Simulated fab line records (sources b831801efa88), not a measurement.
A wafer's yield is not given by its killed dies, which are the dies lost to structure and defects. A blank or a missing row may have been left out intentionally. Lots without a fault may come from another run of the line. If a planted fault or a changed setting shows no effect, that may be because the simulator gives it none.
Check of tool commonality -- flow sky130 -- 13 lots, 39 wafers sampled

## WHY THIS WAS OPENED
Of 13 lots, 1 have the reading LDD_N_TW flagged at SKY_LDD_N_TW_MEAS_17. Fault-free wafers read 2594, with a standard deviation of 43.
Rule: flag the lot when none of its wafers has a number, or when each of its wafers that has one lies beyond 4 standard deviations from that mean. As for the other lots, they are considered sound.

lot,measured,on,"LDD_N_TW, wafer by wafer",flag
L709,day 18 04:11,film_metro-04,2571 2577 2573,
L712,day 19 08:18,film_metro-01,2569 2564 2565,
L713,day 19 15:11,film_metro-04,2553 2551 2548,
L715,day 20 15:16,film_metro-01,2545 2549 2544,
L716,day 20 23:30,film_metro-03,2665 2635 2643,
L717,day 21 13:16,film_metro-03,2645 2643 2642,
L718,day 21 14:12,film_metro-01,2548 2559 2552,
L719,day 22 02:40,film_metro-01,30 30 30,FLAGGED
L720,day 22 05:04,film_metro-03,2636 2645 2635,
L727,day 24 17:02,film_metro-01,2556 2570 2564,
L729,day 25 10:25,film_metro-03,2644 2651 2659,
L730,day 25 16:08,film_metro-04,2563 2544 2565,
L731,day 25 20:54,film_metro-04,2549 2538 2560,
Average over the flagged lots: 30; offset from the usual -2564, equal to -60 standard deviations.

## TOOL THAT RAN EACH LOT
The record keeps 1 process step preceding the reading, out of 708 steps on the route. Cell contents, in order: the tool; ch with the chambers the sampled wafers went through; the start.
lot,flag,SKY_LDD_N_EXPOSE_04
L709,,"iline_stepper-01 ch 0, day 17 12:16"
L712,,"iline_stepper-01 ch 0, day 18 15:44"
L713,,"iline_stepper-02 ch 0, day 18 22:47"
L715,,"iline_stepper-02 ch 0, day 19 22:03"
L716,,"iline_stepper-01 ch 0, day 20 07:09"
L717,,"iline_stepper-01 ch 0, day 20 20:16"
L718,,"iline_stepper-02 ch 0, day 20 21:42"
L719,FLAGGED,"iline_stepper-02 ch 0, day 21 10:36"
L720,,"iline_stepper-01 ch 0, day 21 13:17"
L727,,"iline_stepper-01 ch 0, day 24 01:29"
L729,,"iline_stepper-02 ch 0, day 24 18:27"
L730,,"iline_stepper-02 ch 0, day 25 00:01"
L731,,"iline_stepper-02 ch 0, day 25 04:28"
What these steps do:
- SKY_LDD_N_EXPOSE_04: exposes mask NTM, target cd 840 nm.
- SKY_LDD_N_TW_MEAS_17

## FLAGGED OVER TOTAL, TOOL BY TOOL (the gauges that took the reading come last)
step,tool,lots run,flagged,share of the flagged lots,sound lots run after its first flagged lot
SKY_LDD_N_EXPOSE_04,iline_stepper-01,6,0,none,-
SKY_LDD_N_EXPOSE_04,iline_stepper-02,7,1,all,"3 (L729,L730,L731)"
SKY_LDD_N_TW_MEAS_17,film_metro-01,5,1,all,1 (L727)
SKY_LDD_N_TW_MEAS_17,film_metro-03,4,0,none,-
SKY_LDD_N_TW_MEAS_17,film_metro-04,4,0,none,-

## WHAT THE TABLE PERMITS
Table rows that saw every flagged lot: 2, namely iline_stepper-02 at SKY_LDD_N_EXPOSE_04 and film_metro-01 at SKY_LDD_N_TW_MEAS_17.
- iline_stepper-02 at SKY_LDD_N_EXPOSE_04 ran 7 lots, 1 of them flagged. Lots that were sound ran on it after the first flagged one (L729, L730, L731); a persistent fault on the entire tool would not allow that.
- film_metro-01 at SKY_LDD_N_TW_MEAS_17 ran 5 lots, 1 of them flagged. Lots that were sound ran on it after the first flagged one (L727); a persistent fault on the entire tool would not allow that.
Every row of the table either missed a flagged lot or ran a sound lot after the first.

## WHAT THE SIMULATOR HAD PUT IN
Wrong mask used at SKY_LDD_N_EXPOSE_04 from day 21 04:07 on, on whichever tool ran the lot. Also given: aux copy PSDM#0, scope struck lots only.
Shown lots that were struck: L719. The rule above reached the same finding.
